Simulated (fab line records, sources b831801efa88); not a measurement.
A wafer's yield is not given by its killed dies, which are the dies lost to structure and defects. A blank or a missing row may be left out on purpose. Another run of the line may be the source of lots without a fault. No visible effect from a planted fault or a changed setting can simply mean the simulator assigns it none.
2 desks looking at one fault    flow sky130    what lay behind the numbers comes last; until then each desk has only its own

## TOOL OWNER'S DESK, pvd sputter-02
At SKY_METAL3_SPUTTER_01 (material TiN, target thk 20 nm, time 16.7 s) the tool's own readings: per lot run on this tool, the mean of the sampled wafers that have a number. Marked OUT: a lot whose mean sits more than 4 standard deviations from the usual mean, which makes it out of limits; the brackets give that distance.
Columns: A = throttle valve pct at SKY_METAL3_SPUTTER_01, usual 29.4 %
lot   first seen here  A
L460  day 36 23:49     28.8
L473  day 41 04:07     28.8
L474  day 41 10:07     28.5
This desk's verdict: no lot among the 3 shows anything out of limits.

## FROM THE METROLOGY DESK
What the gauges read for every lot (on any tool): the sampled wafers with a number, averaged. Marked OUT: a lot whose mean sits more than 4 standard deviations from the usual mean, which makes it out of limits; the brackets give that distance.
Columns: A = VIA2_W_RS at SKY_VIA2_RS_MEAS_22, usual 0.2739 ohm/sq; B = VIA2_W_THK at SKY_VIA2_THK_MEAS_23, usual 424 nm
lot   first seen here  A       B
L460  day 36 23:19     0.2732  425
L465  day 38 15:03     0.2742  425
L473  day 41 03:40     0.2735  424
L474  day 41 09:39     0.2723  424
L480  day 42 18:16     0.2756  417
L481  day 43 01:03     0.2771  420
This desk's verdict: no lot among the 6 shows anything out of limits.

## BROUGHT TOGETHER
Nothing out of limits was seen by the tool owner's desk.
The metrology desk saw nothing out of limits.

## WHAT WAS PUT IN BY THE SIMULATOR
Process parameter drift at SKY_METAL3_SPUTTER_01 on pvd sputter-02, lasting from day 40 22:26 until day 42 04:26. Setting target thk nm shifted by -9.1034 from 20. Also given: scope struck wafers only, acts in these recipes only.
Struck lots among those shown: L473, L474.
